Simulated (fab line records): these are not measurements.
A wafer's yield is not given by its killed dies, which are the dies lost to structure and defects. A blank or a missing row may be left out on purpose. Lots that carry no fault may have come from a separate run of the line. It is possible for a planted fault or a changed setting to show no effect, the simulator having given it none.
Which tool is to blame? ; flow gf180mcu ; 36 wafers from 12 lots sampled at 5 of the route's 602 steps

## WHAT THE GAUGES READ, wafer by wafer
GF_M5_CD_MEAS_07: target cd 280 nm.
lot;measured;on;cd_nm (nm)
L965;day 26 01:43;cd_sem-02;279.4 280.4 280.6
L966;day 26 11:26;cd_sem-01;283.6 282.9 281.2
L967;day 26 21:14;cd_sem-02;280.1 279.7 279.5
L971;day 28 03:02;cd_sem-02;280.8 282.0 281.5
L976;day 29 22:23;cd_sem-01;278.9 278.8 278.8
L977;day 30 00:38;cd_sem-01;281.3 281.5 282.2
L979;day 30 14:16;cd_sem-01;280.2 280.5 279.5
L982;day 31 06:01;cd_sem-02;281.0 278.8 280.3
L984;day 31 18:59;cd_sem-01;277.7 278.3 277.8
L985;day 32 01:26;cd_sem-01;280.5 280.4 279.7
L986;day 32 03:59;cd_sem-01;278.4 278.2 279.5
L987;day 32 13:13;cd_sem-02;281.1 279.7 281.0

GF_V5_OVL_MEAS_15.
lot;measured;on;V5_OVL (nm)
L965;day 26 23:31;overlay-01;9 6 5
L966;day 27 09:10;overlay-01;1 2 0
L967;day 27 18:50;overlay-01;-1 -3 -6
L971;day 29 00:44;overlay-02;0 -3 0
L976;day 30 18:13;overlay-02;2 3 3
L977;day 30 20:08;overlay-01;-3 -2 0
L979;day 31 09:31;overlay-01;-3 -4 -7
L982;day 32 00:17;overlay-02;-2 -2 0
L984;day 32 13:31;overlay-01;-2 4 2
L985;day 32 19:31;overlay-02;0 2 0
L986;day 32 21:46;overlay-02;1 5 0
L987;day 33 07:06;overlay-01;5 -2 4

GF_TOP_METAL_CD_MEAS_14: target cd 440 nm.
lot;measured;on;cd_nm (nm)
L965;day 27 20:49;cd_sem-02;437.3 439.4 439.9
L966;day 28 06:59;cd_sem-02;438.5 437.7 438.9
L967;day 28 15:50;cd_sem-02;439.9 435.9 439.0
L971;day 29 21:19;cd_sem-02;440.2 440.4 437.6
L976;day 31 13:43;cd_sem-02;433.0 417.4 411.7
L977;day 31 15:04;cd_sem-02;426.4 423.6 428.5
L979;day 32 03:40;cd_sem-01;444.1 443.3 443.1
L982;day 32 18:16;cd_sem-02;438.8 439.7 438.9
L984;day 33 07:31;cd_sem-01;436.6 436.7 436.5
L985;day 33 12:10;cd_sem-01;442.3 438.3 440.5
L986;day 33 15:02;cd_sem-01;440.7 441.0 440.6
L987;day 34 00:04;cd_sem-02;442.5 440.6 440.7

## WHICH TOOL RAN EACH LOT (tool, then ch and the chambers of the sampled wafers, then the start)
lot;GF_V5_CMP_04;GF_TOP_METAL_EXPOSE_11
L965;cmp-02 ch 2,3, day 26 02:50;iline_stepper-01 ch 0, day 27 11:22
L966;cmp-01 ch 0,1,2, day 26 12:36;iline_stepper-02 ch 0, day 27 21:07
L967;cmp-02 ch 1,2,3, day 26 22:24;iline_stepper-02 ch 0, day 28 06:22
L971;cmp-02 ch 1,2, day 28 04:23;iline_stepper-02 ch 0, day 29 11:59
L976;cmp-02 ch 1,2, day 29 23:33;iline_stepper-01 ch 0, day 31 04:49
L977;cmp-01 ch 0,1,3, day 30 01:55;iline_stepper-01 ch 0, day 31 06:31
L979;cmp-02 ch 1,2,3, day 30 15:22;iline_stepper-02 ch 0, day 31 19:44
L982;cmp-02 ch 0,2,3, day 31 07:12;iline_stepper-02 ch 0, day 32 10:53
L984;cmp-02 ch 1,2, day 31 20:10;iline_stepper-02 ch 0, day 32 23:53
L985;cmp-02 ch 1,2,3, day 32 02:36;iline_stepper-02 ch 0, day 33 05:17
L986;cmp-02 ch 0,3, day 32 05:07;iline_stepper-02 ch 0, day 33 07:35
L987;cmp-02 ch 1,2,3, day 32 14:26;iline_stepper-02 ch 0, day 33 16:39
- GF_V5_CMP_04: polishes SiO2.
- GF_TOP_METAL_EXPOSE_11: exposes mask MetalTop, target cd 440 nm.

## AS READ BY THE TOOLS THEMSELVES (means over the sampled wafers that have a number; for cases with no such wafer, the mark the record gives instead)
GF_V5_CMP_04.
lot;tool;motor_current_A (A);retaining_ring_pressure_frac
L965;cmp-02;11.6;0.999
L966;cmp-01;11.9;0.999
L967;cmp-02;11.9;1.002
L971;cmp-02;11.4;1.003
L976;cmp-02;11.5;0.999
L977;cmp-01;11.9;1.004
L979;cmp-02;11.7;1.005
L982;cmp-02;11.9;0.998
L984;cmp-02;11.7;0.998
L985;cmp-02;11.9;1.000
L986;cmp-02;11.7;0.998
L987;cmp-02;11.8;0.998

GF_TOP_METAL_EXPOSE_11.
lot;tool;reticle_temp_C (C)
L965;iline_stepper-01;23.12
L966;iline_stepper-02;22.92
L967;iline_stepper-02;22.98
L971;iline_stepper-02;22.91
L976;iline_stepper-01;23.01
L977;iline_stepper-01;23.06
L979;iline_stepper-02;23.04
L982;iline_stepper-02;23.06
L984;iline_stepper-02;23.09
L985;iline_stepper-02;22.88
L986;iline_stepper-02;23.00
L987;iline_stepper-02;23.01

## THE ANSWER, worked out from the rows above alone
Rule: the usual values come from the lots themselves. Put in order of their means at a reading, lots are off if they are a third of the lots or fewer, leave a main group of 4 or more, and stand apart from it by a gap of 3 or more times the standard deviation of the main group's means; of several such gaps the widest counts. Not used: any main group whose means are identical at the precision the tables above print for the reading. A lot without any number at a reading at which 4 lots or more have one is off too. Any other lot the step has rows for is counted as sound. First the gauges in route order, then the tools' own readings, where a lot's mean is used as printed above. The first step at which some lot is off is used, and at that step the reading that is off furthest; a lot without a number counts as furthest.
Off, at GF_TOP_METAL_CD_MEAS_14 on cd_nm: L976, L977. The main group: mean 439.7 nm, standard deviation 1.8.
A tool fits if, at a process step before that reading, it ran every lot that is off, and no sound lot after the first of them. Those tools and the gauges at GF_TOP_METAL_CD_MEAS_14 are tried in the same way. One fits: iline_stepper-01 at GF_TOP_METAL_EXPOSE_11. A fault onset in the window from L965 (day 27 11:22, its last sound lot) to L976 (day 31 04:49, its first lot off) fits.

## WHAT HAD BEEN PUT IN BY THE SIMULATOR
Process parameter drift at GF_TOP_METAL_EXPOSE_11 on iline_stepper-01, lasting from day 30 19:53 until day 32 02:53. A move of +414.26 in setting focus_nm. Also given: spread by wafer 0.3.
Struck lots among those shown: L976, L977. Same finding as the rule above.
